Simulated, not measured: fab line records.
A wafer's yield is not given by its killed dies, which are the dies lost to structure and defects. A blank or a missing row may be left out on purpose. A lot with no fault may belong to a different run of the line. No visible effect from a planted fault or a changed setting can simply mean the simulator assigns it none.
fab line records	flow sfq-line
record: lots: 15	wafers: 44	last-day: 91
route steps=325 shown L0@12 L0V@26 I0@44 I1@73
lots that met no fault: taken from a fault-free run of the same line
start-h: hours from the record's opening day to when the first of the lot's shown wafers began	wait-h: hours since the lot's step before	" same as the row above	L1.1+2: several wafers, shown together as one row	- no value, or no start given	* or withheld: withheld	< > ~ a bound
route shown NAME@n: names a module that has steps shown in the file, with the first one's number in the route	usual: mean/standard deviation taken from wafers without a fault	same: alike in all rows	chamber/n: place in a boat	sites: the reading at each site	_std_site: standard deviation of those values	_edge_site: inner sites' mean taken away from outer sites' mean	radius-mm: how far each site lies from the wafer's centre	mask NAME#n: copy n	behind: the tool/chamber that last shaped the wafer	hold: reason for holding the lot/hours on hold/outcome of the hold	device: transistor that didn't switch, given as n, p or np	end of line: tests of these same wafers at the route's end	a step given without rows: its recipe and nothing more	killed: dies that structure and defects cost at the first sort, which is not the same as the wafer's yield	map: dies across one wafer; x = killed, . = not, _ = none there
set.NAME: the setting as run; set.NAME@STEP: as run at that earlier step	model.NAME: the simulator's own value behind a step, which no gauge read
the route's steps for a sample of lots (tables are steps, rows are wafers)
services: the hour from which a tool's chamber was out of use, counted from the record's first day as start-h (under 0 if before that day), plus the number of hours and why
== steps ==
step: SFQ_TRILAYER_L0_BARC_OPEN_METAL_ETCH_010
recipe: mask-material: PR	chemistry: O2	target-depth-nm: 125	target: BARC	icp-w: 600	bias-w: 80	pressure-mtorr: 10	time-s: 41.7
usual: drypump-motor-current-A: 5.9/0.42	oes-product-au: 0.684/0.0042
lot.wafer	tool	chamber	start-h	wait-h	drypump-motor-current-A	oes-product-au	rf-hours-counter-h
L730.1	rie-metal-02	0	48.28	0.1	6.3	0.686	202
L730.5	"	0	"	"	6.3	0.684	-
L730.6	"	0	"	"	6.3	0.681	-
L731.1	rie-metal-04	1	54.28	0.1	5.7	0.691	38
L731.2	"	0	"	"	6.1	0.684	132
L731.6	"	0	"	"	6.2	0.685	-
L732.3	rie-metal-02	0	60.30	0.1	6.3	0.683	-
L732.4	"	1	"	"	5.8	0.680	-
L732.6	"	1	"	"	5.9	0.680	-
L733.1	rie-metal-02	1	65.08	0.1	5.9	0.686	2
L733.3	"	0	"	"	6.3	0.677	-
L733.4	"	1	"	"	5.9	0.685	-
L734.2	rie-metal-01	0	69.88	0.1	5.0	0.687	69
L734.4	"	1	"	"	5.6	0.689	-
L734.5	"	0	"	"	5.0	0.683	-
L736.2	rie-metal-04	0	85.05	0.1	6.2	0.678	138
L736.3	"	0	"	"	6.2	0.680	-
L736.4	"	1	"	"	5.7	0.687	-
L737.2	rie-metal-01	0	88.65	0.1	5.0	0.679	73
L737.3	"	1	"	"	5.6	0.690	-
L737.5	"	0	"	"	5.0	0.683	-
L738.1	rie-metal-02	1	93.45	0.1	5.8	0.691	8
L738.4	"	1	"	"	5.8	0.690	-
L738.6	"	1	"	"	5.9	0.677	-
L739.2	rie-metal-04	1	98.25	0.1	5.7	0.680	46
L739.5	"	0	"	"	6.2	0.683	-
L739.6	"	1	"	"	5.7	0.680	-
L740.1	rie-metal-04	0	106.65	0.1	6.2	0.678	141
L740.2	"	1	"	"	5.7	0.688	47
L740.6	"	1	"	"	5.7	0.688	-
L741.2	rie-metal-02	1	111.45	0.1	5.9	0.674	11
L741.3	"	1	"	"	5.8	0.683	-
L741.4	"	0	"	"	6.3	0.677	-
L742.2	rie-metal-01	0	116.25	0.1	5.0	0.687	78
L742.5	"	0	"	"	5.0	0.678	-
L742.6	"	1	"	"	5.6	0.682	-
L743.1	rie-metal-01	0	120.60	0.1	5.0	0.683	78
L743.2	"	1	"	"	5.6	0.684	185
L743.5	"	0	"	"	5.0	0.686	-
L744.1	rie-metal-02	0	125.40	0.1	6.3	0.682	5
L744.2	"	1	"	"	5.8	0.693	13
L744.5	"	1	"	"	5.8	0.684	-
L746.1	rie-metal-04	0	132.60	0.1	6.1	0.685	146
L746.6	"	0	"	"	6.1	0.687	-
step: SFQ_TRILAYER_L0_VIA_STRIP_STRIP_017
recipe: gas: O2	power-w: 200	platen-temp-c: 40	overash-fraction: 0.65	chemistry: O2	pressure-mtorr: 50
usual: drypump-motor-current-A: 6.0/0.41	oes-product-au: 1.002/0.013
lot.wafer	tool	chamber	start-h	wait-h	drypump-motor-current-A	oes-product-au	rf-hours-counter-h
L730.1	rie-metal-02	1	91.18	-	5.8	1.004	7
L730.5	"	1	"	"	5.9	0.992	-
L730.6	"	1	"	"	5.8	1.002	-
L731.1	rie-metal-02	1	95.98	-	5.9	1.000	8
L731.2	"	0	"	"	6.3	0.993	0
L731.6	"	0	"	"	6.3	0.989	-
L732.3	rie-metal-04	0	104.58	-	6.2	1.006	-
L732.4	"	1	"	"	5.6	1.027	-
L732.6	"	1	"	"	5.7	1.034	-
L733.1	rie-metal-03	1	110.38	-	6.5	1.009	26
L733.3	"	1	"	"	6.5	1.011	-
L733.4	"	0	"	"	5.1	1.011	-
L734.2	rie-metal-02	0	115.18	-	6.3	0.985	3
L734.4	"	1	"	"	5.9	1.003	-
L734.5	"	0	"	"	6.3	0.979	-
L736.2	rie-metal-02	0	127.93	-	6.3	0.991	6
L736.3	"	0	"	"	6.3	0.986	-
L736.4	"	1	"	"	5.9	0.996	-
L737.2	rie-metal-03	0	131.53	-	5.1	0.999	6
L737.3	"	0	"	"	5.0	1.008	-
L737.5	"	0	"	"	5.0	0.997	-
L738.1	rie-metal-04	1	136.33	-	5.7	1.017	51
L738.4	"	0	"	"	6.2	1.011	-
L738.6	"	1	"	"	5.7	1.022	-
L739.2	rie-metal-03	1	139.93	-	6.5	0.991	32
L739.5	"	0	"	"	5.0	1.005	-
L739.6	"	1	"	"	6.5	0.997	-
L740.1	rie-metal-02	1	148.33	-	5.9	1.012	14
L740.2	"	0	"	"	6.3	0.990	6
L740.6	"	0	"	"	6.3	0.985	-
L741.2	rie-metal-03	1	154.13	-	6.5	0.996	35
L741.3	"	1	"	"	6.5	1.009	-
L741.4	"	0	"	"	5.0	0.988	-
L742.2	rie-metal-03	1	157.73	-	6.5	0.995	36
L742.5	"	1	"	"	6.5	1.005	-
L742.6	"	0	"	"	5.0	0.993	-
L743.1	rie-metal-04	1	162.53	-	5.7	1.018	58
L743.2	"	0	"	"	6.1	1.007	154
L743.5	"	0	"	"	6.2	1.012	-
L744.1	rie-metal-02	1	167.33	-	5.8	1.009	20
L744.2	"	0	"	"	6.3	1.001	12
L744.5	"	0	"	"	6.3	1.000	-
L746.1	rie-metal-02	0	174.53	-	6.3	0.990	13
L746.6	"	0	"	"	6.3	0.996	-
step: SFQ_TRILAYER_I0_CMP_CMP_028
recipe: material: SiO2	down-force-psi: 3	platen-rpm: 60	pad-velocity-m-s: 0.94248
usual: motor-current-A: 10.0/0.75	time-to-endpoint-s: 208/8.8
lot.wafer	tool	chamber	start-h	wait-h	motor-current-A	time-to-endpoint-s
L730.1	cmp-01	2	154.92	1.7	10.9	200
L730.5	"	0	155.92	2.7	10.8	221
L730.6	"	1	"	"	9.8	205
L731.2	cmp-01	3	163.42	5.4	9.4	213
L731.1	"	1	164.42	6.4	9.9	206
L731.6	"	3	165.42	7.4	9.7	213
L732.3	cmp-02	2	178.15	9.2	9.4	207
L732.4	"	0	179.15	10.2	11.2	200
L732.6	"	2	180.15	11.2	9.1	209
L733.4	cmp-01	1	186.92	9.7	9.9	217
L733.3	"	2	"	"	10.0	220
L733.1	"	3	"	"	9.5	212
L734.2	cmp-01	1	189.92	9.1	10.1	211
L734.4	"	3	190.92	10.1	9.3	211
L734.5	"	2	192.42	11.6	10.8	216
L736.3	cmp-02	0	205.15	9.9	10.9	199
L736.4	"	2	206.15	10.8	9.2	218
L736.2	"	3	"	"	10.2	211
L737.3	cmp-02	1	208.15	7.3	10.1	213
L737.2	"	2	"	"	8.8	211
L737.5	"	1	210.15	9.2	9.5	210
L738.4	cmp-01	2	214.42	6.7	10.3	226
L738.1	"	3	"	"	9.7	219
L738.6	"	2	216.42	8.7	10.9	223
L739.2	cmp-02	1	217.65	7.2	9.2	203
L739.5	"	0	219.15	8.7	10.4	206
L739.6	"	1	"	"	9.7	210
L740.1	cmp-02	0	223.15	2.6	11.3	203
L740.2	"	3	224.65	4.1	9.8	208
L740.6	"	1	225.65	5.1	9.8	224
L741.4	cmp-02	1	232.15	4.1	9.5	208
L741.2	"	3	233.15	5.2	10.1	194
L741.3	"	0	"	"	11.6	192
L742.2	cmp-02	1	239.65	9.3	9.5	208
L742.5	"	0	241.15	10.7	11.0	217
L742.6	"	1	"	"	9.6	228
L743.2	cmp-02	3	245.65	9.3	10.4	200
L743.1	"	1	246.65	10.3	9.4	197
L743.5	"	3	247.65	11.2	10.5	219
L744.2	cmp-01	3	251.05	11.1	9.5	205
L744.1	"	0	"	"	10.9	216
L744.5	"	0	253.55	13.5	10.8	215
L746.1	cmp-02	0	257.65	9.3	10.9	186
L746.6	"	3	259.15	10.7	10.2	210
step: SFQ_I0_BOW_MEAS_907
recipe: mode: bow
usual: I0_BOW: 1/7.4
lot.wafer	tool	chamber	start-h	wait-h	I0_BOW[um]
L730.1	film-metro-03	-	156.92	1.5	-1
L730.5	"	-	"	"	5
L730.6	"	-	"	"	4
L731.1	film-metro-03	-	165.92	1.0	-1
L731.2	"	-	"	"	-3
L731.6	"	-	"	"	-7
L732.3	film-metro-03	-	181.19	2.5	-7
L732.4	"	-	"	"	-2
L732.6	"	-	"	"	9
L733.1	film-metro-04	-	189.92	1.5	-7
L733.3	"	-	"	"	0
L733.4	"	-	"	"	-6
L734.2	film-metro-04	-	192.94	2.5	-2
L734.4	"	-	"	"	5
L734.5	"	-	"	"	9
L736.2	film-metro-03	-	208.17	1.0	3
L736.3	"	-	"	"	8
L736.4	"	-	"	"	3
L737.2	film-metro-04	-	211.17	2.0	0
L737.3	"	-	"	"	-10
L737.5	"	-	"	"	-2
L738.1	film-metro-03	-	216.92	1.5	2
L738.4	"	-	"	"	14
L738.6	"	-	"	"	0
L739.2	film-metro-03	-	220.17	2.0	2
L739.5	"	-	"	"	7
L739.6	"	-	"	"	7
L740.1	film-metro-04	-	226.15	2.5	3
L740.2	"	-	"	"	-13
L740.6	"	-	"	"	-6
L741.2	film-metro-03	-	235.17	1.5	13
L741.3	"	-	"	"	4
L741.4	"	-	"	"	3
L742.2	film-metro-04	-	242.17	2.0	4
L742.5	"	-	"	"	-3
L742.6	"	-	"	"	11
L742.2	film-metro-04	-	243.49	1.3	-
L742.5	"	-	"	"	-
L742.6	"	-	"	"	-
L743.1	film-metro-04	-	248.15	1.0	5
L743.2	"	-	"	"	-9
L743.5	"	-	"	"	-10
L743.1	film-metro-04	-	249.47	1.3	-
L743.2	"	-	"	"	-
L743.5	"	-	"	"	-
L744.1	film-metro-03	-	254.05	2.0	13
L744.2	"	-	"	"	7
L744.5	"	-	"	"	13
L746.1	film-metro-04	-	260.15	2.0	-1
L746.6	"	-	"	"	1
L746.1	film-metro-04	-	261.47	1.3	-
L746.6	"	-	"	"	-
step: SFQ_TRILAYER_I0_METRO_MEASURE_029
usual: thk-nm: 199.2/1.3
lot.wafer	tool	chamber	start-h	wait-h	thk-nm
L730.1	film-metro-03	-	157.04	0.1	199.9
L730.5	"	-	"	"	199.9
L730.6	"	-	"	"	198.5
L731.1	film-metro-03	-	166.04	0.1	199.0
L731.2	"	-	"	"	199.4
L731.6	"	-	"	"	199.2
L732.3	film-metro-03	-	181.67	0.5	200.1
L732.4	"	-	"	"	198.4
L732.6	"	-	"	"	201.1
L733.1	film-metro-04	-	190.04	0.1	199.0
L733.3	"	-	"	"	198.9
L733.4	"	-	"	"	199.8
L734.2	film-metro-04	-	193.24	0.3	200.0
L734.4	"	-	"	"	198.3
L734.5	"	-	"	"	198.9
L736.2	film-metro-03	-	208.47	0.3	199.5
L736.3	"	-	"	"	196.9
L736.4	"	-	"	"	198.9
L737.2	film-metro-04	-	211.47	0.3	199.8
L737.3	"	-	"	"	199.6
L737.5	"	-	"	"	200.8
L738.1	film-metro-03	-	217.04	0.1	200.1
L738.4	"	-	"	"	200.4
L738.6	"	-	"	"	200.7
L739.2	film-metro-03	-	220.47	0.3	198.2
L739.5	"	-	"	"	197.3
L739.6	"	-	"	"	199.1
L740.1	film-metro-04	-	226.27	0.1	197.1
L740.2	"	-	"	"	199.4
L740.6	"	-	"	"	199.5
L741.2	film-metro-03	-	235.47	0.3	197.5
L741.3	"	-	"	"	197.6
L741.4	"	-	"	"	197.2
L742.2	film-metro-04	-	246.54	3.0	200.5
L742.5	"	-	"	"	177.5
L742.6	"	-	"	"	179.6
L742.2	film-metro-04	-	248.02	1.3	200.3
L742.5	"	-	"	"	177.4
L742.6	"	-	"	"	179.6
L743.1	film-metro-03	-	252.37	2.9	198.6
L743.2	"	-	"	"	198.4
L743.5	"	-	"	"	179.0
L743.1	film-metro-03	-	253.73	1.2	198.6
L743.2	"	-	"	"	198.3
L743.5	"	-	"	"	179.2
L744.1	film-metro-03	-	254.17	0.1	201.2
L744.2	"	-	"	"	200.5
L744.5	"	-	"	"	202.1
L746.1	film-metro-04	-	268.37	6.9	197.0
L746.6	"	-	269.37	7.8	178.4
L746.1	film-metro-04	-	270.47	1.9	196.9
L746.6	"	-	271.47	1.9	178.5
step: SFQ_TRILAYER_I0_VIA_ETCH_VIA_ETCH_034
recipe: target: SiO2	stop-on: Nb	mask-material: PR	taper-deg: 20	chemistry: CHF3	target-depth-nm: 260	source-w: 500	bias-w: 80	pressure-mtorr: 30	time-s: withheld
usual: drypump-motor-current-A: 5.8/0.34	oes-product-au: 0.853/0.0051
lot.wafer	tool	chamber	start-h	wait-h	drypump-motor-current-A	oes-product-au
L730.1	rie-diel-02	1	199.78	0.0	6.1	0.855
L730.5	"	3	"	"	5.9	0.858
L730.6	"	0	"	"	5.5	0.846
L731.1	rie-diel-02	0	206.98	0.0	5.5	0.848
L731.2	"	3	"	"	5.9	0.850
L731.6	"	1	"	"	6.1	0.851
L732.3	rie-diel-03	0	219.36	0.0	6.2	0.855
L732.4	"	3	"	"	5.0	0.851
L732.6	"	3	"	"	5.0	0.847
L733.1	rie-diel-02	0	227.38	0.0	5.5	0.859
L733.3	"	1	"	"	6.1	0.847
L733.4	"	3	"	"	5.9	0.862
L734.2	rie-diel-04	0	229.78	0.0	5.0	0.852
L734.4	"	2	"	"	5.5	0.855
L734.5	"	2	"	"	5.5	0.849
L736.2	rie-diel-02	2	247.88	0.0	5.9	0.845
L736.3	"	1	"	"	6.1	0.850
L736.4	"	3	"	"	5.8	0.852
L737.2	rie-diel-04	2	250.59	0.0	5.5	0.855
L737.3	"	3	"	"	6.3	0.856
L737.5	"	2	"	"	5.5	0.861
L738.1	rie-diel-03	1	256.29	0.0	5.8	0.852
L738.4	"	3	"	"	5.0	0.855
L738.6	"	2	"	"	5.7	0.862
L739.2	rie-diel-02	2	261.08	0.0	5.8	0.854
L739.5	"	1	"	"	6.1	0.855
L739.6	"	2	"	"	5.9	0.846
L740.1	rie-diel-03	2	265.88	0.0	5.7	0.850
L740.2	"	3	"	"	5.0	0.851
L740.6	"	0	"	"	6.2	0.866
L741.2	rie-diel-03	2	274.28	0.0	5.7	0.852
L741.3	"	3	"	"	5.0	0.852
L741.4	"	1	"	"	5.8	0.845
L742.2	rie-diel-03	3	279.08	0.0	5.0	0.857
L742.5	"	2	"	"	5.7	0.803
L742.6	"	1	"	"	5.8	0.806
L743.1	rie-diel-03	3	283.88	0.0	5.0	0.856
L743.2	"	0	"	"	6.2	0.859
L743.5	"	2	"	"	5.7	0.804
L744.1	rie-diel-02	2	293.12	0.0	5.8	0.858
L744.2	"	1	"	"	6.1	0.862
L744.5	"	2	"	"	5.9	0.852
L746.1	rie-diel-04	3	302.58	0.0	6.3	0.853
L746.6	"	3	"	"	6.3	0.806
step: SFQ_TRILAYER_I1_DEP_PECVD_045
recipe: material: SiO2	temp-c: 150	time-s: 111.11	pressure-torr: 2.4	rf-w: 183.3	precursor: SiH4/N2O	target-thk-nm: 500
usual: heater-power-w: 89/16	throttle-valve-pct: 25.5/1.2
lot.wafer	tool	chamber	start-h	wait-h	heater-power-w	throttle-valve-pct
L730.1	pecvd-04	2	281.74	0.0	112	23.8
L730.5	"	1	"	"	70	25.1
L730.6	"	0	"	"	58	27.1
L731.1	pecvd-04	1	292.54	0.0	71	25.1
L731.2	"	2	"	"	115	23.6
L731.6	"	0	"	"	68	27.4
L732.3	pecvd-04	1	306.94	0.0	66	25.2
L732.4	"	2	"	"	96	23.7
L732.6	"	0	"	"	74	27.3
L733.1	pecvd-04	1	321.30	0.0	72	25.3
L733.3	"	2	"	"	110	24.1
L733.4	"	1	"	"	73	25.1
L734.2	pecvd-03	1	323.87	0.0	82	24.5
L734.4	"	2	"	"	85	24.6
L734.5	"	1	"	"	87	24.2
L736.2	pecvd-04	0	344.10	0.0	64	27.2
L736.3	"	2	"	"	114	23.6
L736.4	"	0	"	"	67	27.2
L737.2	pecvd-04	0	347.70	0.0	68	27.4
L737.3	"	1	"	"	69	25.6
L737.5	"	0	"	"	71	27.7
L738.1	pecvd-02	1	355.68	0.0	86	25.5
L738.4	"	0	"	"	107	26.7
L738.6	"	2	"	"	88	27.6
L739.2	pecvd-04	1	358.64	0.0	70	25.0
L739.5	"	0	"	"	64	27.3
L739.6	"	2	"	"	111	23.9
L740.1	pecvd-03	2	366.95	0.0	81	24.9
L740.2	"	0	"	"	100	25.9
L740.6	"	1	"	"	96	24.5
L741.2	pecvd-04	1	378.55	0.0	63	25.4
L741.3	"	0	"	"	63	27.5
L741.4	"	1	"	"	67	25.2
L742.2	pecvd-03	0	384.55	0.0	107	25.6
L742.5	"	1	"	"	97	24.7
L742.6	"	2	"	"	77	24.8
L743.1	pecvd-03	0	389.35	0.0	101	25.6
L743.2	"	2	"	"	87	24.9
L743.5	"	0	"	"	103	25.7
L744.1	pecvd-03	1	401.33	0.0	95	24.8
L744.2	"	0	"	"	97	25.9
L744.5	"	2	"	"	80	24.7
L746.1	pecvd-03	1	409.73	0.0	91	24.5
L746.6	"	0	"	"	95	25.9
== services ==
tool	chamber	start-h	hours	kind
rie-metal-02	1	32.47	3.8	repair
pecvd-04	2	37.37	4.4	repair
pecvd-04	-	81.07	2.8	pm
pecvd-04	-	86.28	1.7	repair
film-metro-03	-	93.45	0.7	pm
cmp-02	-	94.64	4.5	repair
cmp-02	-	129.24	1.4	repair
rie-metal-02	-	131.68	15.6	pm
cmp-02	-	154.15	7.8	repair
film-metro-03	-	158.25	1.0	pm
cmp-02	-	164.97	7.2	pm
pecvd-04	-	170.78	1.1	repair
pecvd-04	1	182.53	18.8	repair
pecvd-04	0	183.83	11.9	repair
film-metro-03	-	188.79	1.2	pm
film-metro-03	-	203.47	1.8	pm
cmp-02	-	235.15	4.0	pm
cmp-02	-	307.54	1.6	repair
rie-metal-02	-	330.54	1.4	pm
film-metro-03	-	338.28	2.6	pm
cmp-02	-	342.64	0.8	repair
rie-metal-02	1	347.75	9.7	repair
rie-metal-02	-	348.86	2.8	pm
film-metro-03	-	403.33	0.5	pm
== key ==
first-sign: step: SFQ_I0_BOW_MEAS_907	reading: visit	direction: added
effect: step: SFQ_TRILAYER_I0_METRO_MEASURE_029	reading: visit	direction: added
effect: step: SFQ_TRILAYER_I0_METRO_MEASURE_029	reading: thk-nm	direction: down	sigmas: 16	usual: 199.2	struck: 178.6
effect: step: SFQ_TRILAYER_I0_VIA_ETCH_VIA_ETCH_034	reading: oes-product-au	direction: down	sigmas: 9.4	usual: 0.853	struck: 0.805
met-at SFQ_TRILAYER_I0_CMP_CMP_028
struck-lots L742,L743,L746
struck-wafers L742.5,L742.6,L743.5,L746.6
not-acting-at SFQ_TRILAYER_L0_BARC_OPEN_METAL_ETCH_010,SFQ_TRILAYER_L0_VIA_STRIP_STRIP_017,SFQ_TRILAYER_I1_DEP_PECVD_045
onset-between 232.15 239.65
fault: kind: process-parameter-drift	tool: cmp-02	chamber: -	onset-h: 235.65	steps: SFQ_TRILAYER_I0_CMP_CMP_028	channel: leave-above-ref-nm	offset: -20	shape: step	end-h: 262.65	scope: struck-wafers-only	acts-in: these-recipes-only	stated: 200
